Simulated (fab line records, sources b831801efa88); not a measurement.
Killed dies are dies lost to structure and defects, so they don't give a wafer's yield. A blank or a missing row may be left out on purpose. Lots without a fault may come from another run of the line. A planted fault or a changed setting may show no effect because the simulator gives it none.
A struck lot beside a sound one | flow sky130 | 31 steps out of a route of 708
Sound: wafers L488.1, L488.2, L488.5. Struck: wafers L481.2, L481.5. (L481.1 of the same lot was not struck and is left out.) The cause comes at the end.
At each step with rows: each side's tool, then ch and its chambers, then its first start. Under that, the readings that differ: sound wafers | struck wafers | difference of the means | sigmas: that difference in standard deviations of wafers without a fault.
alike: readings whose means differ by less than 2 such deviations, and words and numbers that are the same on both sides. not compared: withheld readings, readings that some wafer has no value for, bounds like >300 that may hide the same value, and numbers for which the record gives no deviation and whose values overlap.
The two part at a step that has a row with sigmas, a row that says differs or no value, or rows on one side only. Numbers that don't overlap but have no deviation are shown without sigmas and don't part them. A reading that every wafer of one side lacks parts them only if that side has two wafers or more.

first, 9 steps without rows for these wafers: SKY_SD_N_DEHYDRATE_00 (time 60 s); SKY_SD_N_HMDS_01 (prime time 60 s); SKY_SD_N_COAT_02 (resist thk 1140 nm); SKY_SD_N_SOFTBAKE_03 (time 60 s); SKY_SD_N_EXPOSE_04 (exposes mask NSDM, target cd 380 nm); SKY_SD_N_PEB_05; SKY_SD_N_DEVELOP_06 (develop time 60 s); SKY_SD_N_IMPLANT_09; SKY_SD_N_IMPLANT_10.
SKY_SD_N_STRIP_11: strips in O2/N2.
  sound on plasma_asher-03 ch 0,1, day 32 21:25; struck on plasma_asher-03 ch 0, day 29 23:26
  alike: drypump_motor_current_A, oes_product_au, strip_time_to_endpoint_s
  not compared: rf_hours_counter_h
then, 20 steps without rows for these wafers: SKY_SD_N_CLEAN_13 (cleans in SC1/SC2, time 150 s); SKY_SD_N_RTA_14 (time 2 s); SKY_SALICIDE_CLEAN_00 (cleans in HF-last, time 30 s); SKY_LI_CONTACT_HDPCVD_00 (deposits PSG, target thk 930 nm, time 150 s); SKY_LI_CONTACT_CMP_02 (polishes PSG); SKY_LI_CONTACT_DEHYDRATE_04 (time 60 s); SKY_LI_CONTACT_HMDS_05 (prime time 60 s); SKY_LI_CONTACT_COAT_06 (resist thk 60 nm); SKY_LI_CONTACT_COAT_07 (resist thk 450 nm); SKY_LI_CONTACT_SOFTBAKE_08 (time 90 s); SKY_LI_CONTACT_EXPOSE_09 (exposes mask LICM1, target cd 170 nm); SKY_LI_CONTACT_PEB_10; SKY_LI_CONTACT_DEVELOP_11 (develop time 60 s); SKY_LI_CONTACT_ETCH_14 (etches BARC in N2/H2, stops on SiO2, time 45.9 s, target depth 60 nm); SKY_LI_CONTACT_ETCH_15 (etches PSG in C4F8/O2/Ar, stops on Si, target depth 600 nm); SKY_LI_CONTACT_STRIP_16 (strips in O2/N2); SKY_LI_CONTACT_CLEAN_17 (cleans in NMP, time 600 s); SKY_LI_CONTACT_PRE_CLEAN_18 (time 5.6 s); SKY_LI_CONTACT_SPUTTER_19 (material Ti, target thk 20 nm, time 106.37 s); SKY_LI_CONTACT_SPUTTER_20 (material TiN, target thk 20 nm, time 80 s).
-- the record jumps here: 17 days lie between the struck wafers' starts before and after (it left off in module LI_CONTACT and takes up again in module PAD_OPEN, whose first step shown is number 708 of the route) --
SKY_PAD_OPEN_PROBE_99:
  the record has rows for the struck wafers here (prober-01, day 47 10:41) and none for the sound ones

WHERE THEY PART
Only at SKY_PAD_OPEN_PROBE_99, within this record.

WHY: what the simulator had put in
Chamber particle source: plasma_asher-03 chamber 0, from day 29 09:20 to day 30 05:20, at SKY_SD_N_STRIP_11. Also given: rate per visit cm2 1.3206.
